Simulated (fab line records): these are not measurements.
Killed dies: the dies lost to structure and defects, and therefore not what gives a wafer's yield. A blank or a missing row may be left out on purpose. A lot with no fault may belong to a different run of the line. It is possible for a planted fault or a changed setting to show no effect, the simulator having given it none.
Check of tool commonality ; flow sky130 ; 15 lots, 45 wafers sampled

## WHAT PROMPTED THE OPENING
3 of 15 lots carry a flag on the reading FIELD_ISO_OXIDATION_01_THK at SKY_FIELD_ISO_THK_MEAS_23. No-fault wafers: 10.06 nm, standard deviation 0.19.
Rule: a lot gets a flag if all its wafers with a number sit over 4 standard deviations from that mean, or if no wafer of it has a number. As for the other lots, they are considered sound.

lot;measured;on;FIELD_ISO_OXIDATION_01_THK (nm), wafer by wafer;flag
L392;day 2 09:45;filmMetro-02;9.93 9.98 10.18;
L393;day 2 12:54;filmMetro-04;9.80 10.12 9.81;
L394;day 2 18:48;filmMetro-04;10.11 10.18 10.14;
L395;day 3 01:19;filmMetro-04;10.12 9.98 10.14;
L397;day 3 11:07;filmMetro-02;9.86 9.75 9.84;
L398;day 3 14:01;filmMetro-03;10.34 10.39 10.34;
L399;day 3 21:44;filmMetro-04;10.24 10.15 10.16;
L401;day 4 06:12;filmMetro-03;10.19 10.03 10.16;
L402;day 4 10:26;filmMetro-02;4.12 4.03 4.17;FLAGGED
L403;day 4 17:17;filmMetro-04;10.22 10.22 10.04;
L404;day 4 21:32;filmMetro-04;4.56 4.62 4.62;FLAGGED
L405;day 5 01:36;filmMetro-04;4.08 4.16 4.09;FLAGGED
L410;day 6 05:06;filmMetro-02;10.32 10.27 10.27;
L411;day 6 09:23;filmMetro-04;10.17 10.02 10.30;
L412;day 6 15:01;filmMetro-02;10.16 10.41 10.19;
The mean of the flagged lots' numbers is 4.27 nm, -5.79 nm from the usual (-30 standard deviations).

## EACH LOT AND THE TOOL IT RAN ON
The record keeps 1 process step preceding the reading, out of 708 steps on the route. In each cell: the tool, then ch and the chambers that the sampled wafers went through, then the start.
lot;flag;SKY_FIELD_ISO_OXIDATION_22
L392;;furnace-02 ch 0, day 2 08:35
L393;;furnace-01 ch 0, day 2 11:44
L394;;furnace-02 ch 0, day 2 17:38
L395;;furnace-01 ch 0, day 3 00:08
L397;;furnace-02 ch 0, day 3 09:56
L398;;furnace-02 ch 0, day 3 12:50
L399;;furnace-01 ch 0, day 3 20:34
L401;;furnace-02 ch 0, day 4 05:02
L402;FLAGGED;furnace-01 ch 0, day 4 09:14
L403;;furnace-02 ch 0, day 4 16:05
L404;FLAGGED;furnace-01 ch 0, day 4 20:22
L405;FLAGGED;furnace-01 ch 0, day 5 00:25
L410;;furnace-02 ch 0, day 6 03:55
L411;;furnace-02 ch 0, day 6 08:13
L412;;furnace-02 ch 0, day 6 13:49
What these steps do:
- SKY_FIELD_ISO_OXIDATION_22: stabilise 600 s, purge 300 s, target thk 10 nm.
- SKY_FIELD_ISO_THK_MEAS_23

## FLAGGED AGAINST TOTAL, ONE TOOL AT A TIME (gauges that did the reading follow at the end)
step;tool;lots run;flagged;share of the flagged lots;sound lots run after its first flagged lot
SKY_FIELD_ISO_OXIDATION_22;furnace-01;6;3;all;0
SKY_FIELD_ISO_OXIDATION_22;furnace-02;9;0;none;-
SKY_FIELD_ISO_THK_MEAS_23;filmMetro-02;5;1;some;2 (L410,L412)
SKY_FIELD_ISO_THK_MEAS_23;filmMetro-03;2;0;none;-
SKY_FIELD_ISO_THK_MEAS_23;filmMetro-04;8;2;some;1 (L411)

## WHAT THE TABLE PERMITS
1 row of the table ran every flagged lot: furnace-01 at SKY_FIELD_ISO_OXIDATION_22.
- furnace-01 at SKY_FIELD_ISO_OXIDATION_22: 3 of its 6 lots flagged. Last sound lot L399 at day 3 20:34, first flagged lot L402 at day 4 09:14; a fault beginning in between fits.
What remains is a single tool, furnace-01 at SKY_FIELD_ISO_OXIDATION_22.

## WHAT THE SIMULATOR PUT IN
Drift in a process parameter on furnace-01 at SKY_FIELD_ISO_OXIDATION_22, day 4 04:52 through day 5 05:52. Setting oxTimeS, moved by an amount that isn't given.
Struck lots among those shown: L402, L404, L405. The rule above reached the same finding.
